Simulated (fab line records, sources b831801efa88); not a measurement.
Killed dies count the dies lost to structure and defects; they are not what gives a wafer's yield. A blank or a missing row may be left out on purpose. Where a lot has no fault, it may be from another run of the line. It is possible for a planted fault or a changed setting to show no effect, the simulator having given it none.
A struck lot beside a sound one / flow sky130 / 15 steps out of a route of 708
Sound: wafers L741.1, L741.2, L741.5. Wafers L754.4, L754.5, L754.6 were the ones struck. At the end, the cause is stated.
Each step with rows lists, per side, the tool, then ch with its chambers, then its first start. Under that, the readings that differ: sound wafers / struck wafers / difference of the means / sigmas: that difference in standard deviations of wafers without a fault.
alike: a reading whose means differ by less than 2 such deviations, as well as words and numbers matching on both sides. not compared: withheld readings; readings where some wafer has no value; bounds like >300 that might hide an equal value; numbers whose values overlap and for which the record gives no deviation.
The two part at a step that has a row with sigmas, a row that says differs or no value, or rows on one side only. When numbers do not overlap yet have no deviation, they are printed without sigmas and do not part them. A reading missing from all wafers of one side parts the sides only when that side holds two or more wafers.

SKY_VIA3_ETCH_14: etches BARC in N2/H2, stops on SiO2, time 45.9 s, target depth 60 nm.
  sound on rie diel-04 ch 0,1,2, day 39 21:35; struck on rie diel-02 ch 0,1, day 43 15:23
  alike: drypump motor current A, oes product au, throttle valve pct
  not compared: rf hours counter h
SKY_VIA3_ETCH_15: etches SiO2 in C4F8/O2/Ar, stops on TiN, target depth 507 nm, time 78 s.
  sound on rie diel-04 ch 0,1,2, day 39 21:38; struck on rie diel-02 ch 0,1, day 43 15:26
  alike: oes product au
then, 5 steps without rows for these wafers: SKY_VIA3_STRIP_16 (strips in O2/N2); SKY_VIA3_STRIP_17 (strips in post etch residue remover, time 1200 s); SKY_VIA3_CLEAN_18 (cleans in IPA, time 180 s); SKY_VIA3_CLEAN_19 (cleans in O3/DIW); SKY_VIA3_SPUTTER_20 (material TiN, target thk 20 nm, time 80 s).
SKY_VIA3_CVD_21: deposits W, target thk 390 nm, time 117.31 s.
  sound on cvd w-01 ch 0,1, day 39 22:20; struck on cvd w-02 ch 0,1, day 43 16:11
  alike: heater power w, susceptor temp C
SKY_VIA3_RS_MEAS_22: a four-point-probe measurement.
  sound: film metro-04 at day 39 22:28; struck: film metro-04 at day 43 16:20
reading=VIA3_W_RS (ohm/sq); sound=0.301 0.297 0.296; struck=0.290 0.293 0.289; difference=-0.007; sigmas=-2
SKY_VIA3_THK_MEAS_23: measures by xrf.
  sound: film metro-04 at day 39 22:35; struck: film metro-04 at day 43 16:25
  alike: VIA3_W_THK
SKY_VIA3_CMP_24: polishes, stops on SiO2, t overpolish 20 s, target thk 0 nm.
  sound on cmp-01 ch 1,2,3, day 39 22:44; struck on cmp-01 ch 2,3, day 43 16:30
reading=overpolish run s (s); sound=19.999 20.015 20.016; struck=19.995 19.995 19.981; difference=-0.020; sigmas=-2
  alike: motor current A, platen rpm, time to endpoint s
SKY_METAL4_SPUTTER_00: material Ti, target thk 15 nm, time 10 s.
  sound: pvd sputter-03 at day 39 22:56; struck: pvd sputter-03 at day 43 16:45
  alike: throttle valve pct
SKY_METAL4_SPUTTER_01: material TiN, target thk 20 nm, time 16.7 s.
  sound: pvd sputter-03 at day 39 22:58; struck: pvd sputter-03 at day 43 16:46
reading=model.TiN_of_METAL4_SPUTTER_01.thk nm (nm); sound=20.03 20.14 20.12; struck=25.52 25.52 25.56; difference=+5.44; sigmas=
  alike: throttle valve pct
then, 2 steps without rows for these wafers: SKY_METAL4_SPUTTER_02 (material AlCu, target thk 735 nm, time 39.1 s); SKY_PAD_OPEN_PROBE_99.

== WHERE THEY PART ==
At SKY_VIA3_RS_MEAS_22 first; at SKY_VIA3_CMP_24 last (within this record only). Later steps at which nothing parts them and some readings are alike: SKY_METAL4_SPUTTER_00, SKY_METAL4_SPUTTER_01.

WHY: the cause the simulator had injected
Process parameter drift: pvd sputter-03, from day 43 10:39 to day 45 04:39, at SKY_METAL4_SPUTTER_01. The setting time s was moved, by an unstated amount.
